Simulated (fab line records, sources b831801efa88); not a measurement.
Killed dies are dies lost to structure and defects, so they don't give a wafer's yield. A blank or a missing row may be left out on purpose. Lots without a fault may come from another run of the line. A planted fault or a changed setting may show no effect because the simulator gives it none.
fab line records | flow sky130
record lots=5 wafers=23
route steps=708 shown SPACER@304 SD_P@326 SD_N@348 SALICIDE@361 LI_CONTACT@362 LOCAL_INTERCONNECT@395
start_h: hours from the record's first day to the start of the lot's first wafer shown | wait_h: hours since the lot's step before | " the same as in the row above | L1.1+2: a row that stands for several wafers | - no value, or no start given | * or withheld: withheld | < > ~ a bound
route shown NAME@n: a module of which the file shows steps, and the number in the route of the first | usual: mean/standard deviation of fault-free wafers | same: alike in all rows | chamber/n: place in a boat | sites: the reading at each site | _std_site: their standard deviation | _edge_site: outer sites' mean less inner sites' | radius_mm: how far each site lies from the wafer's centre | mask NAME#n: copy n | behind: the tool/chamber that last shaped the wafer | hold: why the lot was held/for how many hours/how that ended | device: the transistor (n, p or np) that didn't switch | end of line: the same wafers' tests at the end of the route | a step without rows: its recipe alone | killed: dies lost to structure and defects at the first sort, not the wafer's yield | map: a wafer's dies, x killed, . not, _ none there
set.NAME: the setting as run; set.NAME@STEP: as run at that earlier step | model.NAME: the simulator's own value behind a step, which no gauge read
lots whose settings were changed on purpose; a table a step, a row a wafer
## steps
# step SKY_SPACER_CVD_00
# recipe material=Si3N4 precursor=DCS/NH3 target_thk_nm=43.1 temp_c=770 time_s=740 pressure_mtorr=250
# columns lot.wafer tool chamber start_h wait_h set.pressure_mtorr model.Si3N4_of_SPACER_CVD_00.thk_nm
L075.1 - - - 0.9 250 42.94
L075.2 " - " " 250 42.53
L075.3 " - " " 250 42.89
L075.5 " - " " 250 42.7
L075.6 " - " " 250 42.77
L076.2 - - - 1.2 217.9 41.12
L076.3 " - " " 217.9 41.31
L076.4 " - " " 217.9 41.07
L076.5 " - " " 217.9 41.39
L076.6 " - " " 217.9 41.18
L079.3 lpcvd-02 1 574.67 0.0 250 42.39
L079.5 " 1 " " 250 42.55
L079.6 " 1 " " 250 42.45
L082.1 - - - 1.1 277 44.88
L082.2 " - " " 277 44.73
L082.3 " - " " 277 44.74
L082.4 " - " " 277 44.8
L082.5 " - " " 277 44.64
L084.1 - - - 1.3 286.1 45.24
L084.2 " - " " 286.1 45.11
L084.4 " - " " 286.1 44.87
L084.5 " - " " 286.1 44.77
L084.6 " - " " 286.1 44.7
# step SKY_SPACER_THK_MEAS_01
# recipe reads=Si3N4_of_SPACER_CVD_00
# usual SPACER_CVD_00_THK=42.9/0.39
# columns lot.wafer tool chamber start_h wait_h set.pressure_mtorr@SPACER_CVD_00 SPACER_CVD_00_THK[nm]
L075.1 film_metro-01 - - - 250 42.9
L075.2 " - " " 250 42.5
L075.3 " - " " 250 42.9
L075.5 " - " " 250 42.7
L075.6 " - " " 250 42.7
L076.2 film_metro-02 - - - 217.9 41.1
L076.3 " - " " 217.9 41.3
L076.4 " - " " 217.9 41.1
L076.5 " - " " 217.9 41.4
L076.6 " - " " 217.9 41.2
L079.3 film_metro-01 - 575.90 0.0 250 42.4
L079.5 " - " " 250 42.6
L079.6 " - " " 250 42.4
L082.1 film_metro-01 - - - 277 44.9
L082.2 " - " " 277 44.8
L082.3 " - " " 277 44.7
L082.4 " - " " 277 44.8
L082.5 " - " " 277 44.6
L084.1 film_metro-01 - - - 286.1 45.2
L084.2 " - " " 286.1 45.1
L084.4 " - " " 286.1 44.8
L084.5 " - " " 286.1 44.8
L084.6 " - " " 286.1 44.7
# step SKY_SPACER_ETCHBACK_02
# recipe chemistry=CH3F/O2 target=Si3N4 stop_on=SiO2 source_w=400 bias_w=80 pressure_mtorr=25 ch3f_flow_sccm=40 O2_flow_sccm=30 time_s=46.7 target_depth_a=450
# usual oes_product_au=0.854/0.0058
# columns lot.wafer tool chamber start_h wait_h set.pressure_mtorr@SPACER_CVD_00 oes_product_au
L075.1 rie_diel-01 2 569.98 0.1 250 0.857
L075.2 " 3 " " 250 0.843
L075.3 " 0 " " 250 0.855
L075.5 " 3 " " 250 0.853
L075.6 " 2 " " 250 0.856
L076.2 rie_diel-02 3 569.98 0.0 217.9 0.834
L076.3 " 1 " " 217.9 0.836
L076.4 " 2 " " 217.9 0.842
L076.5 " 3 " " 217.9 0.837
L076.6 " 0 " " 217.9 0.830
L079.3 rie_diel-02 2 575.94 0.0 250 0.848
L079.5 " 2 " " 250 0.848
L079.6 " 3 " " 250 0.848
L082.1 rie_diel-03 0 593.32 0.1 277 0.871
L082.2 " 2 " " 277 0.878
L082.3 " 3 " " 277 0.876
L082.4 " 1 " " 277 0.873
L082.5 " 3 " " 277 0.872
L084.1 rie_diel-01 3 601.82 0.1 286.1 0.876
L084.2 " 0 " " 286.1 0.878
L084.4 " 2 " " 286.1 0.879
L084.5 " 2 " " 286.1 0.874
L084.6 " 1 " " 286.1 0.872
# step SKY_SD_P_DEVELOP_06
# recipe resist=NOVOLAK developer=TMAH develop_time_s=60 dev_temp_c=23
# columns lot.wafer tool chamber start_h wait_h set.dev_temp_c
L076.2+5 litho_track-01 0 629.30 0.1 24.77
L076.3+4+6 " 0 " " 23
L075.1+2+5 litho_track-01 0 629.58 0.1 23
L075.3+6 " 0 " " 21.58
L079.3+5+6 litho_track-04 0 634.38 0.1 23
L082.1+2 litho_track-04 0 651.73 0.1 23
L082.3+4+5 " 0 " " 19.59
L084.1+5+6 litho_track-04 0 659.43 0.1 20.09
L084.2+4 " 0 " " 23
# step SKY_SD_P_CD_MEAS_07
# recipe target_cd_nm=380
# usual cd_nm=379.1/2.2
# columns lot.wafer tool chamber start_h wait_h set.dev_temp_c@SD_P_DEVELOP_06 cd_nm
L076.2 cd_sem-01 - 629.45 0.1 24.77 373.8
L076.3 " - " " 23 379.6
L076.4 " - " " 23 377.7
L076.5 " - " " 24.77 375.3
L076.6 " - " " 23 378.3
L075.1 cd_sem-01 - 629.73 0.1 23 380.9
L075.2 " - " " 23 380.8
L075.3 " - " " 21.58 386.8
L075.5 " - " " 23 378.1
L075.6 " - " " 21.58 385.6
L079.3 cd_sem-01 - 634.52 0.1 23 377.1
L079.5 " - " " 23 379.0
L079.6 " - " " 23 378.5
L082.1 cd_sem-02 - 651.88 0.1 23 380.3
L082.2 " - " " 23 381.9
L082.3 " - " " 19.59 390.0
L082.4 " - " " 19.59 390.2
L082.5 " - " " 19.59 392.0
L084.1 cd_sem-02 - 659.58 0.1 20.09 388.7
L084.2 " - " " 23 377.1
L084.4 " - " " 23 381.9
L084.5 " - " " 20.09 389.2
L084.6 " - " " 20.09 384.7
# step SKY_SD_N_DEVELOP_06
# recipe resist=NOVOLAK developer=TMAH develop_time_s=60 dev_temp_c=23
# columns lot.wafer tool chamber start_h wait_h set.dev_temp_c
L076.2+3+5 litho_track-02 0 685.23 0.1 20.11
L076.4+6 " 0 " " 23
L075.1+2+3+5+6 litho_track-02 0 685.86 0.1 23
L079.3+5+6 litho_track-04 0 689.33 0.1 23
L082.1+3 litho_track-02 0 706.56 0.1 23
L082.2+4+5 " 0 " " 24.54
L084.1+2+4 litho_track-03 0 714.09 0.1 25.33
L084.5+6 " 0 " " 23
# step SKY_SD_N_CD_MEAS_07
# recipe target_cd_nm=380
# usual cd_nm=378.7/2.8
# columns lot.wafer tool chamber start_h wait_h set.dev_temp_c@SD_N_DEVELOP_06 cd_nm
L076.2 cd_sem-02 - 685.38 0.1 20.11 389.6
L076.3 " - " " 20.11 389.6
L076.4 " - " " 23 382.6
L076.5 " - " " 20.11 390.2
L076.6 " - " " 23 379.5
L075.1 cd_sem-01 - 686.01 0.1 23 381.7
L075.2 " - " " 23 381.3
L075.3 " - " " 23 383.0
L075.5 " - " " 23 381.2
L075.6 " - " " 23 382.1
L079.3 cd_sem-01 - 689.47 0.1 23 377.5
L079.5 " - " " 23 377.6
L079.6 " - " " 23 380.3
L082.1 cd_sem-02 - 706.71 0.1 23 383.3
L082.2 " - " " 24.54 379.6
L082.3 " - " " 23 382.8
L082.4 " - " " 24.54 376.9
L082.5 " - " " 24.54 380.7
L084.1 cd_sem-01 - 714.24 0.1 25.33 368.6
L084.2 " - " " 25.33 375.2
L084.4 " - " " 25.33 370.0
L084.5 " - " " 23 377.2
L084.6 " - " " 23 378.4
# step SKY_SD_N_IMPLANT_09
# recipe species=As energy_kev=50 dose_cm2=4e+15 tilt_deg=0
# columns lot.wafer tool chamber start_h wait_h set.energy_kev model.implant.rp_nm model.implant.drp_nm
L076.2+3+4 implanter-04 0 685.54 0.0 51.9 33.62 14.51
L076.5+6 " 0 " " 50 32.61 14.11
L075.1+2+6 implanter-01 0 686.17 0.0 50 31.74 14.11
L075.3+5 " 0 " " 48.67 31.05 13.83
L079.3+5+6 implanter-04 0 689.63 0.1 50 31.66 14.11
L082.1+2+3+4+5 implanter-04 0 706.87 0.0 50 31.76 14.11
L084.1+4 implanter-01 0 714.39 0.0 50 30.66 14.11
L084.2+5+6 " 0 " " 49.01 30.16 13.9
# step SKY_SD_N_IMPLANT_10
# recipe species=P energy_kev=20 dose_cm2=1e+14 tilt_deg=0
# step SKY_SD_N_STRIP_11
# recipe chemistry=O2/N2 power_w=1400 pressure_mtorr=1500 platen_temp_c=withheld o2_flow_sccm=3000 n2_flow_sccm=300 overash_fraction=0.5
# usual strip_time_to_endpoint_s=22.54/0.041
# columns lot.wafer tool chamber start_h wait_h set.energy_kev@SD_N_IMPLANT_09 strip_time_to_endpoint_s
L076.2 plasma_asher-04 1 685.82 0.1 51.9 22.80
L076.3 " 0 " " 51.9 22.82
L076.4 " 1 " " 51.9 22.80
L076.5 " 0 " " 50 22.50
L076.6 " 1 " " 50 22.48
L075.1 plasma_asher-03 0 686.77 0.2 50 22.54
L075.2 " 1 " " 50 22.53
L075.3 " 1 " " 48.67 22.29
L075.5 " 1 " " 48.67 22.32
L075.6 " 0 " " 50 22.52
L079.3 plasma_asher-04 0 689.92 0.1 50 22.52
L079.5 " 1 " " 50 22.52
L079.6 " 0 " " 50 22.48
L082.1 plasma_asher-02 1 707.17 0.1 50 22.55
L082.2 " 0 " " 50 22.52
L082.3 " 1 " " 50 22.54
L082.4 " 0 " " 50 22.53
L082.5 " 0 " " 50 22.54
L084.1 plasma_asher-02 0 714.69 0.1 50 22.55
L084.2 " 1 " " 49.01 22.34
L084.4 " 1 " " 50 22.55
L084.5 " 1 " " 49.01 22.39
L084.6 " 0 " " 49.01 22.33
# step SKY_SD_N_CLEAN_13
# recipe chemistry=SC1/SC2 mix=1:4:20 temp_c=70 time_s=150 dry=n2_spin
# step SKY_SD_N_RTA_14
# recipe temp_c=1075 time_s=2 idle_temp_c=650 ramp_up_c_per_s=150 ramp_down_c_per_s=90 ambient=N2
# step SKY_SD_N_RS_MEAS_16
# recipe thk_meas_gauge=four-point-probe
# usual SD_N_RS=68.57/0.12
# columns lot.wafer tool chamber start_h wait_h set.energy_kev@SD_N_IMPLANT_09 SD_N_RS[ohm/sq]
L076.2 film_metro-03 - 686.22 0.1 51.9 67.35
L076.3 " - " " 51.9 67.17
L076.4 " - " " 51.9 67.18
L076.5 " - " " 50 68.56
L076.6 " - " " 50 68.57
L075.1 film_metro-03 - 687.15 0.1 50 68.54
L075.2 " - " " 50 68.58
L075.3 " - " " 48.67 69.38
L075.5 " - " " 48.67 69.39
L075.6 " - " " 50 68.50
L079.3 film_metro-04 - 690.31 0.1 50 68.88
L079.5 " - " " 50 68.73
L079.6 " - " " 50 68.80
L082.1 film_metro-03 - 707.55 0.1 50 68.54
L082.2 " - " " 50 68.47
L082.3 " - " " 50 68.61
L082.4 " - " " 50 68.44
L082.5 " - " " 50 68.75
L084.1 film_metro-02 - 715.07 0.1 50 68.47
L084.2 " - " " 49.01 69.39
L084.4 " - " " 50 68.32
L084.5 " - " " 49.01 69.25
L084.6 " - " " 49.01 69.29
# step SKY_SALICIDE_CLEAN_00
# recipe chemistry=HF-last time_s=30 dilution=100:1 dry=ipa_marangoni
# columns lot.wafer tool chamber start_h wait_h set.pressure_mtorr@SPACER_CVD_00 model.Si3N4_of_SPACER_CVD_00.thk_nm
L076.2 wet_bench-03 3 686.56 0.1 217.9 40.13
L076.3 " 3 " " 217.9 40.31
L076.4 " 3 " " 217.9 40.08
L076.5 " 3 " " 217.9 40.41
L076.6 " 3 " " 217.9 40.2
L075.1 wet_bench-01 1 687.51 0.1 250 41.95
L075.2 " 1 " " 250 41.54
L075.3 " 1 " " 250 41.9
L075.5 " 1 " " 250 41.72
L075.6 " 1 " " 250 41.78
L079.3 wet_bench-01 0 690.63 0.1 250 41.41
L079.5 " 0 " " 250 41.57
L079.6 " 0 " " 250 41.47
L082.1 wet_bench-01 0 707.91 0.1 277 43.9
L082.2 " 0 " " 277 43.75
L082.3 " 0 " " 277 43.76
L082.4 " 0 " " 277 43.81
L082.5 " 0 " " 277 43.65
L084.1 wet_bench-01 3 715.43 0.1 286.1 44.29
L084.2 " 3 " " 286.1 44.16
L084.4 " 3 " " 286.1 43.91
L084.5 " 3 " " 286.1 43.82
L084.6 " 3 " " 286.1 43.75
# step SKY_LI_CONTACT_HDPCVD_00
# recipe material=PSG target_thk_nm=930 sigma_open_frac=0.3 time_s=155 temp_c=600 sih4_flow_sccm=60 pressure_mtorr=6
# columns lot.wafer tool chamber start_h wait_h set.time_s model.PSG_of_LI_CONTACT_HDPCVD_00.thk_nm
L076.2 hdpcvd-02 0 686.58 0.0 155 931.5
L076.3 " 1 " " 155 941
L076.4 " 2 " " 155 928.9
L076.5 " 0 " " 155 920
L076.6 " 1 " " 155 941.9
L075.1 hdpcvd-01 0 687.53 0.0 155 933.9
L075.2 " 1 " " 155 945.9
L075.3 " 2 " " 155 940.1
L075.5 " 1 " " 143.3 878.2
L075.6 " 0 " " 143.3 852.3
L079.3 hdpcvd-01 2 690.64 0.0 155 944.2
L079.5 " 1 " " 155 938.2
L079.6 " 0 " " 155 921.4
L082.1 hdpcvd-02 1 707.93 0.0 155 942.1
L082.2 " 2 " " 175.9 1046
L082.3 " 0 " " 175.9 1045
L082.4 " 1 " " 175.9 1062
L082.5 " 2 " " 155 927.7
L084.1 hdpcvd-01 1 715.45 0.0 137.2 828.9
L084.2 " 0 " " 155 922.6
L084.4 " 0 " " 155 930.4
L084.5 " 1 " " 137.2 844
L084.6 " 2 " " 155 925.9
# step SKY_LI_CONTACT_THK_MEAS_01
# recipe reads=PSG_of_LI_CONTACT_HDPCVD_00
# usual LI_CONTACT_HDPCVD_THK=934/9.3
# columns lot.wafer tool chamber start_h wait_h set.time_s@LI_CONTACT_HDPCVD_00 LI_CONTACT_HDPCVD_THK[nm]
L076.2 film_metro-04 - 686.69 0.1 155 931
L076.3 " - " " 155 941
L076.4 " - " " 155 929
L076.5 " - " " 155 920
L076.6 " - " " 155 942
L075.1 film_metro-04 - 687.63 0.1 155 933
L075.2 " - " " 155 946
L075.3 " - " " 155 941
L075.5 " - " " 143.3 878
L075.6 " - " " 143.3 853
L079.3 film_metro-03 - 690.77 0.1 155 943
L079.5 " - " " 155 938
L079.6 " - " " 155 921
L082.1 film_metro-02 - 708.03 0.1 155 942
L082.2 " - " " 175.9 1046
L082.3 " - " " 175.9 1044
L082.4 " - " " 175.9 1062
L082.5 " - " " 155 927
L084.1 film_metro-04 - 715.55 0.1 137.2 829
L084.2 " - " " 155 923
L084.4 " - " " 155 930
L084.5 " - " " 137.2 844
L084.6 " - " " 155 926
# step SKY_LI_CONTACT_CMP_02
# recipe material=PSG down_force_psi=4 platen_rpm=60 pad_velocity_m_s=0.94248
# usual time_to_endpoint_s=32.5/2.7
# columns lot.wafer tool chamber start_h wait_h set.time_s@LI_CONTACT_HDPCVD_00 time_to_endpoint_s
L076.2 cmp-01 3 686.74 0.0 155 33.0
L076.3 " 1 " " 155 34.2
L076.4 " 2 " " 155 34.4
L076.5 " 3 " " 155 31.5
L076.6 " 0 " " 155 28.7
L075.1 cmp-01 3 687.69 0.1 155 34.5
L075.3 " 0 " " 155 29.3
L075.2 " 2 " " 155 37.8
L075.6 " 3 " " 143.3 26.8
L075.5 " 0 " " 143.3 26.5
L079.3 cmp-02 2 690.81 0.0 155 34.5
L079.6 " 2 " " 155 31.6
L079.5 " 3 " " 155 37.3
L082.4 cmp-02 3 708.09 0.0 175.9 49.9
L082.3 " 0 " " 175.9 43.2
L082.1 " 1 " " 155 30.3
L082.2 " 2 " " 175.9 47.0
L082.5 " 3 " " 155 34.5
L084.2 cmp-02 1 715.61 0.0 155 27.7
L084.1 " 2 " " 137.2 23.2
L084.4 " 3 " " 155 30.8
L084.5 " 1 " " 137.2 19.5
L084.6 " 2 " " 155 29.9
# step SKY_LI_CONTACT_CVD_21
# recipe material=W target_thk_nm=400 time_s=120.56 temp_c=400 pressure_torr=40
# columns lot.wafer tool chamber start_h wait_h set.temp_c model.W_of_LI_CONTACT_CVD_21.thk_nm
L076.2 cvd_w-02 0 714.67 0.0 395.6 366.7
L076.3 " 0 " " 395.6 365.6
L076.4 " 1 " " 400 397.1
L076.5 " 0 " " 400 400.3
L076.6 " 1 " " 400 400.5
L075.1 cvd_w-01 1 715.89 0.0 395.9 374.2
L075.2 " 0 " " 400 405
L075.3 " 1 " " 400 402.8
L075.5 " 1 " " 400 399.5
L075.6 " 0 " " 395.9 369.4
L079.3 cvd_w-01 0 718.83 0.1 400 399.9
L079.5 " 0 " " 400 400.2
L079.6 " 1 " " 400 402.5
L082.1 cvd_w-02 1 735.66 0.0 400 391.9
L082.2 " 0 " " 400 397.9
L082.3 " 1 " " 400 393.7
L082.4 " 0 " " 400 396.2
L082.5 " 1 " " 400 394.3
L084.1 cvd_w-01 1 743.88 0.0 400 400.8
L084.2 " 0 " " 395.8 374.2
L084.4 " 1 " " 395.8 369.6
L084.5 " 1 " " 400 400.7
L084.6 " 0 " " 400 408.1
# step SKY_LI_CONTACT_RS_MEAS_22
# recipe thk_meas_gauge=four-point-probe reads=W_of_LI_CONTACT_CVD_21+TiN_of_LI_CONTACT_SPUTTER_20+Ti_of_LI_CONTACT_SPUTTER_19
# usual LI_CONTACT_W_RS=0.2852/0.0029
# columns lot.wafer tool chamber start_h wait_h set.temp_c@LI_CONTACT_CVD_21 LI_CONTACT_W_RS[ohm/sq]
L076.2 film_metro-03 - 714.82 0.1 395.6 0.3102
L076.3 " - " " 395.6 0.3114
L076.4 " - " " 400 0.2863
L076.5 " - " " 400 0.2839
L076.6 " - " " 400 0.2837
L075.1 film_metro-04 - 716.02 0.1 395.9 0.3052
L075.2 " - " " 400 0.2817
L075.3 " - " " 400 0.2829
L075.5 " - " " 400 0.2852
L075.6 " - " " 395.9 0.3086
L079.3 film_metro-03 - 718.96 0.1 400 0.2850
L079.5 " - " " 400 0.2847
L079.6 " - " " 400 0.2831
L082.1 film_metro-02 - 735.78 0.1 400 0.2899
L082.2 " - " " 400 0.2857
L082.3 " - " " 400 0.2885
L082.4 " - " " 400 0.2875
L082.5 " - " " 400 0.2882
L084.1 film_metro-02 - 744.00 0.1 400 0.2838
L084.2 " - " " 395.8 0.3036
L084.4 " - " " 395.8 0.3075
L084.5 " - " " 400 0.2841
L084.6 " - " " 400 0.2781
# step SKY_LI_CONTACT_THK_MEAS_23
# recipe thk_meas_gauge=xrf reads=W_of_LI_CONTACT_CVD_21
# usual LI_CONTACT_W_THK=397/6.1
# columns lot.wafer tool chamber start_h wait_h set.temp_c@LI_CONTACT_CVD_21 LI_CONTACT_W_THK[nm]
L076.2 film_metro-03 - 714.93 0.1 395.6 363
L076.3 " - " " 395.6 359
L076.4 " - " " 400 389
L076.5 " - " " 400 395
L076.6 " - " " 400 393
L075.1 film_metro-04 - 716.14 0.1 395.9 379
L075.2 " - " " 400 412
L075.3 " - " " 400 408
L075.5 " - " " 400 404
L075.6 " - " " 395.9 374
L079.3 film_metro-03 - 719.06 0.1 400 391
L079.5 " - " " 400 393
L079.6 " - " " 400 397
L082.1 film_metro-02 - 735.90 0.1 400 390
L082.2 " - " " 400 394
L082.3 " - " " 400 389
L082.4 " - " " 400 390
L082.5 " - " " 400 388
L084.1 film_metro-02 - 744.12 0.1 400 397
L084.2 " - " " 395.8 373
L084.4 " - " " 395.8 366
L084.5 " - " " 400 398
L084.6 " - " " 400 403
# step SKY_LOCAL_INTERCONNECT_EXPOSE_08
# recipe mask_id=LI1M na=0.8 source_shape=annular sigma_inner=0.55 sigma_outer=0.85 target_cd_nm=170 dose_mj=28
# columns lot.wafer tool chamber start_h wait_h mask set.dose_mj
L076.2+4+6 krf_scanner-02 0 - - LI1M#0 28
L076.3+5 " 0 " " LI1M#0 26.06
L075.1+2+3+5+6 krf_scanner-01 0 - - LI1M#0 28
L079.3+5+6 krf_scanner-01 0 - - LI1M#0 28
L082.1+2 krf_scanner-02 0 - - LI1M#0 28
L082.3+4+5 " 0 " " LI1M#0 28.81
L084.1+2+5 krf_scanner-02 0 - - LI1M#0 29.78
L084.4+6 " 0 " " LI1M#0 28
## key
split step=SKY_SPACER_CVD_00 setting=pressure_mtorr stated=250 by=lot
response step=SKY_SPACER_CVD_00 reading=model.Si3N4_of_SPACER_CVD_00.thk_nm change=+0.145 per=1% r=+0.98
response step=SKY_SPACER_THK_MEAS_01 reading=SPACER_CVD_00_THK change=+0.146 per=1% r=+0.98
response step=SKY_SPACER_ETCHBACK_02 reading=oes_product_au change=+0.00156 per=1% r=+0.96
response step=SKY_SALICIDE_CLEAN_00 reading=model.Si3N4_of_SPACER_CVD_00.thk_nm change=+0.146 per=1% r=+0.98
split step=SKY_SD_P_DEVELOP_06 setting=dev_temp_c stated=23 by=wafer
response step=SKY_SD_P_CD_MEAS_07 reading=cd_nm change=-0.658 per=1% r=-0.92
split step=SKY_SD_N_DEVELOP_06 setting=dev_temp_c stated=23 by=wafer
response step=SKY_SD_N_CD_MEAS_07 reading=cd_nm change=-0.667 per=1% r=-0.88
split step=SKY_SD_N_IMPLANT_09 setting=energy_kev stated=50 by=wafer
response step=SKY_SD_N_IMPLANT_09 reading=model.implant.rp_nm change=+0.261 per=1% r=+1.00
response step=SKY_SD_N_IMPLANT_09 reading=model.implant.drp_nm change=+0.106 per=1% r=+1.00
response step=SKY_SD_N_STRIP_11 reading=strip_time_to_endpoint_s change=* per=1% r=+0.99
response step=SKY_SD_N_RS_MEAS_16 reading=SD_N_RS change=-0.359 per=1% r=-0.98
split step=SKY_LI_CONTACT_HDPCVD_00 setting=time_s stated=155 by=wafer
response step=SKY_LI_CONTACT_HDPCVD_00 reading=model.PSG_of_LI_CONTACT_HDPCVD_00.thk_nm change=+8.52 per=1% r=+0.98
response step=SKY_LI_CONTACT_THK_MEAS_01 reading=LI_CONTACT_HDPCVD_THK change=+8.52 per=1% r=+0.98
response step=SKY_LI_CONTACT_CMP_02 reading=time_to_endpoint_s change=* per=1% r=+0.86
split step=SKY_LI_CONTACT_CVD_21 setting=temp_c stated=400 by=wafer
response step=SKY_LI_CONTACT_CVD_21 reading=model.W_of_LI_CONTACT_CVD_21.thk_nm change=+30 per=1% r=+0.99
response step=SKY_LI_CONTACT_RS_MEAS_22 reading=LI_CONTACT_W_RS change=-0.0231 per=1% r=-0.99
response step=SKY_LI_CONTACT_THK_MEAS_23 reading=LI_CONTACT_W_THK change=+29.2 per=1% r=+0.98
split step=SKY_LOCAL_INTERCONNECT_EXPOSE_08 setting=dose_mj stated=28 by=wafer
response none in this file
